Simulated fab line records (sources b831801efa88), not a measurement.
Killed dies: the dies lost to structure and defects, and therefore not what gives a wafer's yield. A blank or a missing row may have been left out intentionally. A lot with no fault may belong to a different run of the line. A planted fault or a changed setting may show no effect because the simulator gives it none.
8D (eight disciplines) problem report, filled in by code + flow gf180mcu + the parts of the form that need people (team, actions taken, sign-off) are left out

== 1. THE ISSUE ==
At GF_POLY_GATE_CD_MEAS_10, cd_nm averages 265.3 nm over 4 wafers from 3 lots, while fault-free wafers read 279.8 nm, standard deviation 1.2. Measured from the usual mean, that is -12 standard deviations.
The step: target cd 280 nm.
The first sign was on wafer L594.4 at day 12 04:59, on cd_sem-01. At this step, 39 wafers from 13 lots have a number in the record. The rule behind "out" and "out of limits": a value lying over 4 standard deviations away from the usual mean. Any other wafer with a number is counted as sound.

== 2. WHAT THIS IS AND IS NOT ==
| question                    | is                             | is not                                                                                                   |
|-----------------------------|--------------------------------|----------------------------------------------------------------------------------------------------------|
| which readings at this step | cd_nm                          | -                                                                                                        |
| which lots                  | L594, L595, L598               | L586, L587, L588, L589, L590, L599, L600, L601, L606, L607                                               |
| which wafers of those lots  | L594.4, L595.6, L598.4, L598.6 | L594.1, L594.3, L595.3, L595.5, L598.2                                                                   |
| read on which gauges        | cd_sem-01                      | cd_sem-02                                                                                                |
| when                        | from day 12 04:59              | up to then (17 sound wafers); but 18 sound wafers of L595, L598, L599, L600, L601, L606, L607 came after |

== 3. THE SUSPECTS, EACH WITH WHAT RULES IT OUT ==
Counting: any tool at a process step up to the reading remains a suspect provided it ran every lot that is out. Sound lots after the first of them don't rule it out here, since some wafers of a struck lot are sound.
- the gauge at GF_POLY_GATE_CD_MEAS_10: kept. All the wafers that are out were read on cd_sem-01, and no step on other tools shows them out.
- krf_scanner-02 at GF_POLY_GATE_EXPOSE_07 (exposes mask Poly2, target cd 280 nm): kept. It ran every lot that is out, first L594 (day 11 19:59); its last sound lot up to then is L589 (day 10 06:40).
The count leaves cd_sem-01 at GF_POLY_GATE_CD_MEAS_10 and krf_scanner-02 at GF_POLY_GATE_EXPOSE_07.

== 4. THE CAUSE (what the simulator had put in) ==
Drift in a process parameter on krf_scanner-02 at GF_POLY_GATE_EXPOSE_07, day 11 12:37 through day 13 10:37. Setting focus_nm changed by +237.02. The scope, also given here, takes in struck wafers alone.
After counting, 2 suspects remain, this tool included.

== 5. SEQUENCE OF EFFECTS, ordered by route ==
Each row: a reading whose mean over the struck wafers that have a number lies more than 3 standard deviations from the usual. Readings are gone through only where the record gives a usual standard deviation; hours: the median, over the lots, of the time from a lot's start at the first step in this table giving one to that lot's start at this step; sigmas: the change measured in usual standard deviations.
| hours | step                    | reading | usual    | on struck wafers | change | sigmas |
|-------|-------------------------|---------|----------|------------------|--------|--------|
| 0     | GF_POLY_GATE_CD_MEAS_10 | cd_nm   | 279.8 nm | 265.3            | -14.5  | -12    |
| 2     | GF_POLY_GATE_CD_MEAS_18 | cd_nm   | 278.4 nm | 262.6            | -15.8  | -7.2   |

== 6. WHAT WOULD HAVE CAUGHT IT SOONER ==
16 hours passed between the start of the fault at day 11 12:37 and the first reading out of limits at a measuring or inspecting step in this record, taken at day 12 04:59.
Lots out: 3; of these, L598 started GF_POLY_GATE_EXPOSE_07 on krf_scanner-02 after day 12 04:59. It would have been spared by a hold on the tool at that moment.
